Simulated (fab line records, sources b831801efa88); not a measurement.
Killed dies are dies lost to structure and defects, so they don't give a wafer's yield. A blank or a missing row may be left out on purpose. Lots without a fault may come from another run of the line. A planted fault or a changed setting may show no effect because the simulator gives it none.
fab line records | flow sky130
record lots=11 wafers=32 last_day=50
route steps=708 shown GATE_OXIDE@189 POLY_GATE@218 PAD_OPEN@708
lots that met no fault: from a run of the same line without faults
start_h: hours from the record's first day to the start of the lot's first wafer shown | wait_h: hours since the lot's step before | " the same as in the row above | L1.1+2: a row that stands for several wafers | - no value, or no start given | * or withheld: withheld | < > ~ a bound
route shown NAME@n: a module of which the file shows steps, and the number in the route of the first | usual: mean/standard deviation of fault-free wafers | same: alike in all rows | chamber/n: place in a boat | sites: the reading at each site | _std_site: their standard deviation | _edge_site: outer sites' mean less inner sites' | radius_mm: how far each site lies from the wafer's centre | mask NAME#n: copy n | behind: the tool/chamber that last shaped the wafer | hold: why the lot was held/for how many hours/how that ended | device: the transistor (n, p or np) that didn't switch | end of line: the same wafers' tests at the end of the route | a step without rows: its recipe alone | killed: dies lost to structure and defects at the first sort, not the wafer's yield | map: a wafer's dies, x killed, . not, _ none there
set.NAME: the setting as run; set.NAME@STEP: as run at that earlier step | model.NAME: the simulator's own value behind a step, which no gauge read
steps of the route over a sample of lots; a table a step, a row a wafer
services: from which hour (start_h, from the record's first day; less than 0 if before it) a tool's chamber was out of use, for how many hours, and why
## steps
# step SKY_GATE_OXIDE_THK_MEAS_02
# recipe reads=SiO2_of_GATE_OXIDE_OXIDATION_01
# usual GATE_OXIDE_OXIDATION_00_THK=10.31/0.17
# columns lot.wafer tool chamber start_h wait_h GATE_OXIDE_OXIDATION_00_THK[nm]
L278.1 film_metro-03 - 319.12 0.0 10.34
L278.3 " - " " 10.26
L278.5 " - " " 10.29
L280.1 film_metro-01 - 339.54 0.0 10.32
L280.2 " - " " 10.31
L280.4 " - " " 10.39
L281.1 film_metro-04 - 345.63 0.0 10.30
L281.2 " - " " 10.27
L281.4 " - " " 10.29
L282.1 film_metro-03 - 350.35 0.0 10.31
L282.5 " - " " 10.28
L282.6 " - " " 10.22
L283.2 film_metro-03 - 361.54 0.0 10.92
L283.5 " - " " 10.77
L290.2 film_metro-01 - 424.74 0.0 10.13
L290.3 " - " " 10.20
L290.5 " - " " 10.12
L291.2 film_metro-04 - 428.84 0.0 10.35
L291.4 " - " " 10.19
L291.6 " - " " 10.23
L292.2 film_metro-04 - 441.93 0.0 10.43
L292.4 " - " " 10.16
L292.6 " - " " 10.43
L293.2 film_metro-01 - 445.28 0.0 10.16
L293.3 " - " " 10.35
L293.5 " - " " 10.30
L294.1 film_metro-04 - 446.68 0.0 10.39
L294.3 " - " " 10.22
L294.4 " - " " 10.20
L295.1 film_metro-01 - 457.58 0.0 10.38
L295.3 " - " " 10.23
L295.5 " - " " 10.39
# step SKY_POLY_GATE_THK_MEAS_04
# recipe reads=Si3N4_of_POLY_GATE_CVD_03
# usual POLY_GATE_CVD_03_THK=74.7/0.88
# columns lot.wafer tool chamber start_h wait_h POLY_GATE_CVD_03_THK[nm]
L278.1 film_metro-02 - 380.52 0.0 75.1
L278.3 " - " " 75.6
L278.5 " - " " 74.9
L280.1 film_metro-02 - 407.00 0.0 75.5
L280.2 " - " " 75.4
L280.4 " - " " 76.1
L281.1 film_metro-03 - 407.00 0.0 75.0
L281.2 " - " " 75.2
L281.4 " - " " 75.7
L282.1 film_metro-04 - 413.30 0.0 75.4
L282.5 " - " " 74.9
L282.6 " - " " 75.0
L283.2 film_metro-02 - 426.54 0.0 74.6
L283.5 " - " " 74.0
L290.2 film_metro-02 - 496.28 0.0 73.8
L290.3 " - " " 73.6
L290.5 " - " " 73.3
L291.2 film_metro-03 - 496.28 0.0 72.9
L291.4 " - " " 72.9
L291.6 " - " " 73.0
L292.2 film_metro-02 - 508.61 0.0 74.8
L292.4 " - " " 75.1
L292.6 " - " " 74.2
L293.2 film_metro-02 - 511.54 0.0 73.6
L293.3 " - " " 73.6
L293.5 " - " " 74.2
L294.1 film_metro-02 - 512.89 0.0 75.0
L294.3 " - " " 75.1
L294.4 " - " " 75.2
L295.1 film_metro-03 - 522.96 0.0 73.7
L295.3 " - " " 73.9
L295.5 " - " " 74.4
# step SKY_POLY_GATE_ETCH_16
# recipe stop_on=poly-Si chemistry=CH3F/O2 target=Si3N4 source_w=400 bias_w=80 pressure_mtorr=25 ch3f_flow_sccm=40 O2_flow_sccm=30 time_s=147.5 target_depth_a=750
# usual bias_w=80.01/0.24 drypump_motor_current_A=5.9/0.44 oes_product_au=0.639/0.006 run_length_s=175.9/0.42 throttle_valve_pct=10.535/0.0097
# same time_s=147.5
# columns lot.wafer tool chamber start_h wait_h bias_w drypump_motor_current_A oes_product_au rf_hours_counter_h run_length_s throttle_valve_pct
L278.1 rie_diel-01 3 408.89 0.0 79.93 5.8 0.646 2 175.8 10.546
L278.3 " 1 " " 80.43 5.5 0.647 11 176.8 10.536
L278.5 " 1 " " 80.30 5.5 0.634 - 176.3 10.538
L280.1 rie_diel-01 0 437.08 0.0 80.29 6.3 0.645 8 175.8 10.528
L280.2 " 1 " " 79.87 5.5 0.640 11 176.3 10.525
L280.4 " 2 " " 80.57 5.9 0.646 6 176.2 10.530
L281.1 rie_diel-03 1 437.44 0.0 80.48 6.1 0.644 91 176.0 10.539
L281.2 " 2 " " 79.95 6.4 0.643 3 175.9 10.543
L281.4 " 3 " " 79.54 5.9 0.643 75 175.2 10.535
L282.1 rie_diel-03 1 444.89 0.0 80.45 6.2 0.646 91 175.8 10.543
L282.5 " 1 " " 79.99 6.2 0.637 - 176.1 10.540
L282.6 " 2 " " 80.23 6.3 0.643 - 175.6 10.534
L283.2 rie_diel-03 1 457.91 0.0 79.79 6.1 0.641 91 176.1 10.526
L283.5 " 0 " " 80.09 5.3 0.634 - 176.4 10.539
L290.2 rie_diel-03 1 527.38 0.0 80.09 6.2 0.635 0 176.0 10.532
L290.3 " 0 " " 79.78 5.3 0.630 13 176.5 10.531
L290.5 " 0 " " 79.93 5.3 0.642 - 176.7 10.547
L291.2 rie_diel-01 3 527.46 0.0 79.70 5.8 0.635 4 176.0 10.533
L291.4 " 0 " " 80.53 6.3 0.633 - 175.7 10.520
L291.6 " 1 " " 80.13 5.5 0.633 - 176.3 10.532
L292.2 rie_diel-03 0 539.56 0.0 79.95 5.3 0.634 14 176.2 10.539
L292.4 " 1 " " 79.66 6.2 0.642 1 175.7 10.541
L292.6 " 3 " " 79.85 5.9 0.638 - 175.2 10.539
L293.2 rie_diel-03 0 541.98 0.0 79.92 5.3 0.631 14 176.2 10.540
L293.3 " 1 " " 80.22 6.1 0.631 1 176.1 10.538
L293.5 " 3 " " 79.80 5.9 0.643 - 176.0 10.536
L294.1 rie_diel-03 0 543.48 0.0 79.78 5.3 0.644 14 176.4 10.511
L294.3 " 2 " " 80.14 6.4 0.632 6 175.5 10.539
L294.4 " 1 " " 80.18 6.2 0.634 1 175.8 10.539
L295.1 rie_diel-01 1 553.73 0.0 79.93 5.5 0.631 14 176.2 10.528
L295.3 " 0 " " 79.75 6.3 0.635 11 175.8 10.557
L295.5 " 0 " " 79.83 6.3 0.638 - 176.0 10.534
# step SKY_POLY_GATE_ETCH_17
# recipe target_depth_nm=180 stop_on=SiO2 over_etch_frac=0.56667 chemistry=HBr/Cl2 target=poly-Si icp_w=400 bias_w=100 pressure_mtorr=10 HBr_flow_sccm=150 Cl2_flow_sccm=50 time_s=70.5
# usual bias_w=100.02/0.26 drypump_motor_current_A=5.7/0.32 oes_product_au=0.984/0.0063 run_length_s=98.7/0.49 throttle_valve_pct=33.683/0.0087
# columns lot.wafer tool chamber start_h wait_h bias_w drypump_motor_current_A oes_product_au rf_hours_counter_h run_length_s throttle_valve_pct
L278.1 rie_si-01 3 408.99 0.0 99.76 5.5 0.980 17 98.3 33.677
L278.3 " 1 " " 100.04 6.0 0.986 1 99.4 33.685
L278.5 " 2 " " 99.70 6.2 0.984 - 98.6 33.669
L280.1 rie_si-02 3 437.17 0.0 99.95 5.8 0.974 1 97.9 33.672
L280.2 " 1 " " 99.84 5.5 0.987 56 99.1 33.680
L280.4 " 0 " " 99.76 6.0 0.985 0 98.5 33.695
L281.1 rie_si-01 2 437.54 0.0 100.45 6.2 0.989 1 98.7 33.690
L281.2 " 0 " " 99.92 5.3 0.924 6 105.9 33.685
L281.4 " 3 " " 100.47 5.5 0.979 17 98.2 33.686
L282.1 rie_si-01 3 444.99 0.0 100.09 5.5 0.980 18 98.2 33.672
L282.5 " 0 " " 100.03 5.3 0.942 - 105.6 33.677
L282.6 " 1 " " 99.99 6.0 0.992 - 99.5 33.682
L283.2 rie_si-01 0 458.01 0.0 99.80 5.3 0.942 6 105.8 33.682
L283.5 " 1 " " 100.08 6.0 0.935 - 106.3 33.687
L290.2 rie_si-02 2 527.47 0.0 99.86 5.3 0.980 0 99.3 33.686
L290.3 " 3 " " 99.89 5.8 0.985 1 98.0 33.687
L290.5 " 2 " " 100.46 5.3 0.990 - 98.5 33.684
L291.2 rie_si-01 0 527.56 0.0 100.25 5.3 0.984 7 99.0 33.681
L291.4 " 1 " " 100.05 6.0 0.981 2 99.8 33.692
L291.6 " 1 " " 100.06 6.0 0.975 - 99.2 33.692
L292.2 rie_si-02 0 539.66 0.0 100.19 6.1 0.980 1 98.2 33.679
L292.4 " 1 " " 100.11 5.5 0.979 0 99.2 33.670
L292.6 " 2 " " 99.71 5.3 0.981 - 98.6 33.678
L293.2 rie_si-01 3 542.07 0.0 100.70 5.5 0.976 18 97.9 33.669
L293.3 " 0 " " 99.95 5.3 0.993 7 99.1 33.668
L293.5 " 3 " " 100.02 5.5 0.987 - 98.0 33.687
L294.1 rie_si-02 3 543.57 0.0 100.18 5.7 0.983 1 98.7 33.677
L294.3 " 2 " " 100.25 5.4 0.994 0 98.5 33.666
L294.4 " 1 " " 100.10 5.5 0.986 0 98.9 33.692
L295.1 rie_si-01 0 553.82 0.0 99.91 5.3 0.982 7 99.1 33.667
L295.3 " 3 " " 99.99 5.5 0.988 18 98.2 33.672
L295.5 " 3 " " 100.03 5.5 0.976 - 98.1 33.698
# step SKY_POLY_GATE_STRIP_18
# recipe chemistry=O2/N2 power_w=1400 pressure_mtorr=1500 platen_temp_c=withheld o2_flow_sccm=3000 n2_flow_sccm=300 overash_fraction=0.5
# usual drypump_motor_current_A=5.1/0.38 o2_flow_sccm=3000/9.1 oes_product_au=0.360/0.0044 strip_time_to_endpoint_s=3.16/0.033
# columns lot.wafer tool chamber start_h wait_h drypump_motor_current_A o2_flow_sccm oes_product_au rf_hours_counter_h strip_time_to_endpoint_s
L278.1 plasma_asher-04 0 409.05 0.0 5.4 2999 0.357 74 3.14
L278.3 " 0 " " 5.4 3019 0.360 - 3.15
L278.5 " 1 " " 5.3 2989 0.359 - 3.16
L280.1 plasma_asher-02 1 437.23 0.0 4.8 2992 0.362 58 3.12
L280.2 " 0 " " 4.8 3005 0.359 58 3.16
L280.4 " 0 " " 4.9 2996 0.349 - 3.13
L281.1 plasma_asher-03 1 437.60 0.0 5.0 3004 0.359 35 3.14
L281.2 " 0 " " 6.1 3001 0.360 35 3.07
L281.4 " 0 " " 6.2 3005 0.363 - 3.15
L282.1 plasma_asher-02 0 445.05 0.0 4.8 3016 0.360 59 3.17
L282.5 " 0 " " 4.8 3008 0.354 - 3.06
L282.6 " 1 " " 4.9 2988 0.354 - 3.16
L283.2 plasma_asher-04 1 458.07 0.0 5.3 2982 0.356 3 3.09
L283.5 " 0 " " 5.5 2996 0.359 - 3.06
L290.2 plasma_asher-02 1 527.53 0.0 4.8 3021 0.371 67 3.21
L290.3 " 0 " " 4.9 2998 0.353 - 3.17
L290.5 " 1 " " 4.8 3011 0.366 - 3.17
L291.2 plasma_asher-04 1 527.62 0.0 5.3 2996 0.358 10 3.18
L291.4 " 0 " " 5.4 2991 0.354 - 3.12
L291.6 " 1 " " 5.3 2996 0.361 - 3.18
L292.2 plasma_asher-02 0 539.72 0.0 4.8 2988 0.358 69 3.18
L292.4 " 1 " " 4.8 3006 0.367 - 3.17
L292.6 " 1 " " 4.8 3010 0.366 - 3.19
L293.2 plasma_asher-03 1 542.13 0.0 4.9 3011 0.362 45 3.15
L293.3 " 0 " " 6.1 3002 0.357 - 3.17
L293.5 " 1 " " 5.0 3008 0.365 - 3.20
L294.1 plasma_asher-02 1 543.63 0.0 4.8 2999 0.357 69 3.18
L294.3 " 1 " " 4.8 3004 0.365 - 3.20
L294.4 " 0 " " 4.9 3003 0.362 - 3.22
L295.1 plasma_asher-02 1 553.88 0.0 4.8 2992 0.357 70 3.22
L295.3 " 0 " " 4.8 3007 0.365 - 3.19
L295.5 " 1 " " 4.8 3007 0.358 - 3.16
# step SKY_PAD_OPEN_PROBE_99
# usual killed_at_M0_to_M3=43/7.5 killed_at_M4_up=3.3/1.9 killed_at_contacts=24/4.6 killed_at_front_end=16/4.9 killed_at_other=0.2/0.46 killed_dies=87/9.1 killed_open=47/7.4 killed_short=39/6.6
# same gross_dies=492 killed_at_back_side=0
# columns lot.wafer tool chamber start_h wait_h killed_at_M0_to_M3 killed_at_M4_up killed_at_contacts killed_at_front_end killed_at_other killed_dies killed_open killed_short
L281.1 prober-02 - 1122.55 0.1 39 9 24 18 0 90 48 42
L281.2 prober-02 - 1122.60 0.1 41 5 27 18 0 91 55 36
L281.4 prober-02 - 1122.70 0.2 43 3 26 25 0 97 55 41
L282.1 prober-01 - 1125.65 0.1 46 4 29 20 0 99 47 51
L282.5 prober-01 - 1125.85 0.2 42 2 37 10 0 91 54 35
L283.5 prober-02 - 1132.71 0.2 53 3 26 14 1 97 47 50
L290.2 prober-01 - 1170.68 0.1 43 4 14 12 0 73 35 38
L290.3 prober-01 - 1170.73 0.2 39 1 24 14 0 78 48 30
L290.5 prober-01 - 1170.83 0.2 67 2 22 12 0 103 61 42
L291.2 prober-02 - 1174.01 0.1 48 7 28 20 1 104 62 42
L291.4 prober-02 - 1174.11 0.2 48 5 19 9 0 81 42 38
L291.6 prober-02 - 1174.21 0.2 40 6 17 13 0 76 42 33
# killed by level:class
L281.1 VIA1:geometric_particle:open=8 CONTACT:geometric_particle:open=8 POLY_GATE:geometric_particle:open=6 LI_CONTACT:geometric_particle:short=6 METAL2:geometric_particle:short=6 METAL4:geometric_particle:short=6 FIELD_ISO:geometric_particle:open=5 LI_CONTACT:geometric_particle:open=5
L281.2 CONTACT:geometric_particle:open=12 VIA1:geometric_particle:open=8 VIA3:geometric_particle:open=8 LI_CONTACT:geometric_particle:open=7 FIELD_ISO:geometric_particle:short=6 POLY_GATE:geometric_particle:open=6 VIA1:geometric_particle:short=6 METAL2:geometric_particle:short=5
L281.4 METAL1:geometric_particle:short=10 CONTACT:geometric_particle:open=8 VIA1:geometric_particle:open=8 CONTACT:geometric_particle:short=7 FIELD_ISO:geometric_particle:open=6 POLY_GATE:geometric_particle:open=5 SPACER:geometric_particle:open=5 LI_CONTACT:geometric_particle:open=5
L282.1 LI_CONTACT:geometric_particle:open=9 CONTACT:geometric_particle:open=9 METAL1:geometric_particle:short=8 CONTACT:geometric_particle:short=7 VIA2:geometric_particle:short=7 FIELD_ISO:geometric_particle:open=6 VIA3:geometric_particle:open=6 FIELD_ISO:geometric_particle:short=5
L282.5 LI_CONTACT:geometric_particle:open=10 CONTACT:geometric_particle:short=9 CONTACT:geometric_particle:open=9 VIA1:geometric_particle:open=9 VIA3:geometric_particle:open=8 VIA2:geometric_particle:open=6 LI_CONTACT:geometric_particle:short=4 VIA1:geometric_particle:short=4
L283.5 METAL1:geometric_particle:short=11 VIA3:geometric_particle:open=11 VIA1:geometric_particle:open=8 CONTACT:geometric_particle:open=7 LI_CONTACT:geometric_particle:open=7 LOCAL_INTERCONNECT:geometric_particle:short=6 VIA1:geometric_particle:short=6 FIELD_ISO:geometric_particle:open=4
L290.2 VIA1:geometric_particle:open=8 METAL1:geometric_particle:short=7 VIA3:geometric_particle:open=6 METAL2:geometric_particle:short=6 VIA2:geometric_particle:open=6 FIELD_ISO:geometric_particle:short=5 FIELD_ISO:geometric_particle:open=4 CONTACT:geometric_particle:short=4
L290.3 CONTACT:geometric_particle:open=12 VIA1:geometric_particle:open=10 VIA2:geometric_particle:open=7 POLY_GATE:geometric_particle:open=6 CONTACT:geometric_particle:short=6 VIA3:geometric_particle:open=5 FIELD_ISO:geometric_particle:short=4 VIA3:geometric_particle:short=4
L290.5 VIA1:geometric_particle:open=22 CONTACT:geometric_particle:open=12 METAL2:geometric_particle:short=11 VIA1:geometric_particle:short=9 VIA2:geometric_particle:open=9 VIA3:geometric_particle:open=6 CONTACT:geometric_particle:short=5 METAL2:geometric_particle:open=4
L291.2 VIA3:geometric_particle:open=11 LI_CONTACT:geometric_particle:open=10 CONTACT:geometric_particle:open=8 METAL1:geometric_particle:short=8 VIA2:geometric_particle:open=6 POLY_GATE:geometric_particle:open=5 VIA1:geometric_particle:open=5 POLY_GATE:geometric_particle:short=4
L291.4 VIA1:geometric_particle:open=10 VIA3:geometric_particle:open=10 CONTACT:geometric_particle:open=7 VIA2:geometric_particle:short=6 LOCAL_INTERCONNECT:geometric_particle:short=4 METAL2:geometric_particle:short=4 VIA3:geometric_particle:short=4 FIELD_ISO:geometric_particle:short=3
L291.6 CONTACT:geometric_particle:open=8 VIA3:geometric_particle:open=8 VIA1:geometric_particle:open=7 VIA2:geometric_particle:open=7 VIA1:geometric_particle:short=6 LI_CONTACT:geometric_particle:open=4 METAL1:geometric_particle:short=4 FIELD_ISO:geometric_particle:open=3
## services
# columns tool chamber start_h hours kind
rie_si-02 0 387.49 - clean
rie_si-02 0 387.49 18.1 scheduled_down
rie_si-02 0 387.49 18.1 vent_cycle
plasma_asher-04 - 390.04 14.6 pm
rie_diel-03 - 413.24 0.6 repair
rie_diel-01 2 413.90 6.6 repair
plasma_asher-03 - 416.15 2.8 pm
plasma_asher-04 - 421.25 9.0 pm
rie_diel-01 2 446.86 7.6 repair
rie_si-02 1 451.95 2.4 repair
rie_diel-03 - 460.92 1.2 repair
rie_si-02 2 463.68 - clean
plasma_asher-04 - 470.01 3.1 repair
rie_diel-01 3 474.66 8.4 repair
rie_si-01 1 477.38 14.7 repair
rie_diel-03 2 492.95 3.8 repair
rie_diel-03 1 504.41 - clean
rie_diel-03 1 504.41 14.7 scheduled_down
rie_diel-03 1 504.41 14.7 vent_cycle
rie_diel-03 2 514.29 9.0 repair
rie_diel-01 2 524.52 13.3 repair
rie_diel-03 3 530.16 6.7 repair
rie_diel-01 - 541.86 2.4 repair
plasma_asher-02 - 551.04 1.3 repair
## key
first_sign step=SKY_POLY_GATE_ETCH_17 reading=run_length_s direction=up sigmas=14 usual=* struck=*
effect step=SKY_POLY_GATE_ETCH_17 reading=oes_product_au direction=down sigmas=7.7 usual=0.984 struck=0.936
effect step=SKY_POLY_GATE_STRIP_18 reading=strip_time_to_endpoint_s direction=down sigmas=2.8 usual=* struck=*
met_at SKY_POLY_GATE_ETCH_17
struck_lots L281,L282,L283
struck_wafers L281.2,L282.5,L283.2,L283.5
tester_left_out L281,L282,L283
not_acting_at SKY_GATE_OXIDE_THK_MEAS_02,SKY_POLY_GATE_THK_MEAS_04,SKY_POLY_GATE_ETCH_16
onset_between 408.99 437.54
fault kind=process_parameter_drift tool=rie_si-01 chamber=- onset_h=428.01 steps=SKY_POLY_GATE_ETCH_17 channel=time_s offset=* shape=step end_h=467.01 scope=struck_wafers_only acts_in=* stated=*
# tester_left_out: of these lots the tester's yield and bins aren't shown, on N5 and GAA mostly nor the transistor test; their killed dies are dies lost to structure and defects alone, not to doping, threshold or leakage, so they don't give the yield
